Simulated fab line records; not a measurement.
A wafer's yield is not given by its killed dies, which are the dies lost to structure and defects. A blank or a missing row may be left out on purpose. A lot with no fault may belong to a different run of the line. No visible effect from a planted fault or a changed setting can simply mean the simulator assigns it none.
Which tool is to blame? || flow gf180mcu || 39 wafers from 13 lots sampled at 3 of the route's 602 steps

== WHAT THE GAUGES SHOWED, per wafer ==
GF_VT_IMPLANT_TW_MEAS_32.
{"lot": "L532", "measured": "day 6 21:02", "on": "film_metro-04", "VT_IMPLANT_3_TW": "265.9 268.2 265.4"}
{"lot": "L534", "measured": "day 7 10:37", "on": "film_metro-01", "VT_IMPLANT_3_TW": "270.7 270.0 269.7"}
{"lot": "L536", "measured": "day 8 00:36", "on": "film_metro-04", "VT_IMPLANT_3_TW": "267.2 266.5 265.4"}
{"lot": "L537", "measured": "day 8 07:40", "on": "film_metro-04", "VT_IMPLANT_3_TW": "265.3 265.8 266.0"}
{"lot": "L538", "measured": "day 8 15:02", "on": "film_metro-03", "VT_IMPLANT_3_TW": "271.0 270.9 272.1"}
{"lot": "L539", "measured": "day 8 18:11", "on": "film_metro-04", "VT_IMPLANT_3_TW": "267.1 267.3 267.6"}
{"lot": "L540", "measured": "day 9 01:32", "on": "film_metro-04", "VT_IMPLANT_3_TW": "267.8 267.8 267.2"}
{"lot": "L544", "measured": "day 10 05:27", "on": "film_metro-03", "VT_IMPLANT_3_TW": "271.8 271.6 271.5"}
{"lot": "L549", "measured": "day 11 12:11", "on": "film_metro-01", "VT_IMPLANT_3_TW": "204.7 204.1 205.8"}
{"lot": "L550", "measured": "day 12 01:25", "on": "film_metro-03", "VT_IMPLANT_3_TW": "270.4 270.4 269.8"}
{"lot": "L551", "measured": "day 12 02:37", "on": "film_metro-04", "VT_IMPLANT_3_TW": "202.8 202.7 203.8"}
{"lot": "L552", "measured": "day 12 07:16", "on": "film_metro-01", "VT_IMPLANT_3_TW": "270.1 269.5 271.3"}
{"lot": "L554", "measured": "day 12 22:35", "on": "film_metro-01", "VT_IMPLANT_3_TW": "270.8 270.6 271.3"}

GF_V1_CD_MEAS_14: the cd target is 260 nm.
{"lot": "L532", "measured": "day 18 04:03", "on": "cd_sem-02", "cd_nm (nm)": "259.8 261.0 260.2"}
{"lot": "L534", "measured": "day 18 22:22", "on": "cd_sem-01", "cd_nm (nm)": "259.4 259.7 259.1"}
{"lot": "L536", "measured": "day 20 02:31", "on": "cd_sem-02", "cd_nm (nm)": "260.0 260.4 261.0"}
{"lot": "L537", "measured": "day 20 03:13", "on": "cd_sem-02", "cd_nm (nm)": "257.7 258.3 258.8"}
{"lot": "L538", "measured": "day 20 14:35", "on": "cd_sem-02", "cd_nm (nm)": "258.7 259.6 259.4"}
{"lot": "L539", "measured": "day 20 18:58", "on": "cd_sem-02", "cd_nm (nm)": "259.4 259.9 259.0"}
{"lot": "L540", "measured": "day 21 03:48", "on": "cd_sem-02", "cd_nm (nm)": "259.4 258.9 260.4"}
{"lot": "L544", "measured": "day 22 16:47", "on": "cd_sem-02", "cd_nm (nm)": "259.4 259.3 258.3"}
{"lot": "L549", "measured": "day 24 07:34", "on": "cd_sem-02", "cd_nm (nm)": "257.6 260.0 259.3"}
{"lot": "L550", "measured": "day 25 01:53", "on": "cd_sem-01", "cd_nm (nm)": "258.1 257.1 259.1"}
{"lot": "L551", "measured": "day 25 06:39", "on": "cd_sem-02", "cd_nm (nm)": "260.4 259.1 260.0"}
{"lot": "L552", "measured": "day 25 08:20", "on": "cd_sem-01", "cd_nm (nm)": "258.9 258.4 258.8"}
{"lot": "L554", "measured": "day 25 22:17", "on": "cd_sem-02", "cd_nm (nm)": "261.3 260.3 261.1"}

== EACH LOT AND THE TOOL THAT RAN IT (in order: tool; ch and the chambers of the sampled wafers; start) ==
{"lot": "L532", "GF_VT_IMPLANT_IMPLANT_30": "implanter-01 ch 0, day 6 20:48"}
{"lot": "L534", "GF_VT_IMPLANT_IMPLANT_30": "implanter-01 ch 0, day 7 10:22"}
{"lot": "L536", "GF_VT_IMPLANT_IMPLANT_30": "implanter-04 ch 0, day 8 00:21"}
{"lot": "L537", "GF_VT_IMPLANT_IMPLANT_30": "implanter-03 ch 0, day 8 07:25"}
{"lot": "L538", "GF_VT_IMPLANT_IMPLANT_30": "implanter-03 ch 0, day 8 14:47"}
{"lot": "L539", "GF_VT_IMPLANT_IMPLANT_30": "implanter-03 ch 0, day 8 17:58"}
{"lot": "L540", "GF_VT_IMPLANT_IMPLANT_30": "implanter-01 ch 0, day 9 01:19"}
{"lot": "L544", "GF_VT_IMPLANT_IMPLANT_30": "implanter-03 ch 0, day 10 05:14"}
{"lot": "L549", "GF_VT_IMPLANT_IMPLANT_30": "implanter-03 ch 0, day 11 11:58"}
{"lot": "L550", "GF_VT_IMPLANT_IMPLANT_30": "implanter-04 ch 0, day 12 01:10"}
{"lot": "L551", "GF_VT_IMPLANT_IMPLANT_30": "implanter-03 ch 0, day 12 02:23"}
{"lot": "L552", "GF_VT_IMPLANT_IMPLANT_30": "implanter-01 ch 0, day 12 07:02"}
{"lot": "L554", "GF_VT_IMPLANT_IMPLANT_30": "implanter-04 ch 0, day 12 22:20"}
- GF_VT_IMPLANT_IMPLANT_30

== AS READ BY THE TOOLS THEMSELVES (means over the sampled wafers that have a number; for cases with no such wafer, the mark the record gives instead) ==
GF_VT_IMPLANT_IMPLANT_30.
{"lot": "L532", "tool": "implanter-01", "dose_ions_cm2": 2.532e+12, "faraday_current_uA": 14.0}
{"lot": "L534", "tool": "implanter-01", "dose_ions_cm2": 2.535e+12, "faraday_current_uA": 13.9}
{"lot": "L536", "tool": "implanter-04", "dose_ions_cm2": 2.533e+12, "faraday_current_uA": 13.9}
{"lot": "L537", "tool": "implanter-03", "dose_ions_cm2": 2.534e+12, "faraday_current_uA": 14.4}
{"lot": "L538", "tool": "implanter-03", "dose_ions_cm2": 2.535e+12, "faraday_current_uA": 14.3}
{"lot": "L539", "tool": "implanter-03", "dose_ions_cm2": 2.536e+12, "faraday_current_uA": 14.2}
{"lot": "L540", "tool": "implanter-01", "dose_ions_cm2": 2.536e+12, "faraday_current_uA": 14.3}
{"lot": "L544", "tool": "implanter-03", "dose_ions_cm2": 2.534e+12, "faraday_current_uA": 14.2}
{"lot": "L549", "tool": "implanter-03", "dose_ions_cm2": 9.830e+11, "faraday_current_uA": 5.5}
{"lot": "L550", "tool": "implanter-04", "dose_ions_cm2": 2.536e+12, "faraday_current_uA": 14.4}
{"lot": "L551", "tool": "implanter-03", "dose_ions_cm2": 9.774e+11, "faraday_current_uA": 5.5}
{"lot": "L552", "tool": "implanter-01", "dose_ions_cm2": 2.533e+12, "faraday_current_uA": 14.5}
{"lot": "L554", "tool": "implanter-04", "dose_ions_cm2": 2.534e+12, "faraday_current_uA": 14.3}

== THE ANSWER, worked out from the rows above alone ==
Rule: the lots themselves supply what counts as usual. The widest of any qualifying gaps counts: lots, ordered by their means at a reading, are off when they make up no more than a third of the lots, leave a main group of 4 or more, and stand apart from it by 3 or more times the standard deviation of that group's means. The tables above print the reading to a certain number of digits; a main group whose means all agree to those digits is not used. A lot without any number at a reading at which 4 lots or more have one is off too. Any other lot the step has rows for is counted as sound. Order of review: gauges by route order, followed by the tools' own readings, for which a lot's mean as printed above is used. The first step at which some lot is off is used, and at that step the reading that is off furthest; a lot without a number counts as furthest.
Off: at GF_VT_IMPLANT_TW_MEAS_32 (VT_IMPLANT_3_TW), L549, L551. The main group has a mean of 268.9 with a standard deviation of 2.1.
If a tool, at a process step before that reading, ran all the lots that are off and no sound lot after the first of them, it fits. Not tried: the gauges at GF_VT_IMPLANT_TW_MEAS_32; whatever is off there is also off at GF_VT_IMPLANT_IMPLANT_30, on other tools, and gauge error can't account for it. One fits: GF_VT_IMPLANT_IMPLANT_30 on implanter-03. Its last sound lot is L544 (day 10 05:14), its first lot that is off L549 (day 11 11:58): a fault that began between those two fits.
The tool's own readings at GF_VT_IMPLANT_IMPLANT_30 bear it out: on the lots that are off they differ by more than 5 times the standard deviation of the sound lots' means. dose_ions_cm2 reads 9.802e+11 there against 2.534e+12 on the sound lots; faraday_current_uA reads 5.5 there against 14.2 on the sound lots.

== WHAT THE SIMULATOR HAD INSERTED ==
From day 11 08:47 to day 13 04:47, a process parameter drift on implanter-03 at GF_VT_IMPLANT_IMPLANT_30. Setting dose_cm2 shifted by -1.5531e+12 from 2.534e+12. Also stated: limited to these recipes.
Struck lots among those shown: L549, L551. The rule above found the same.
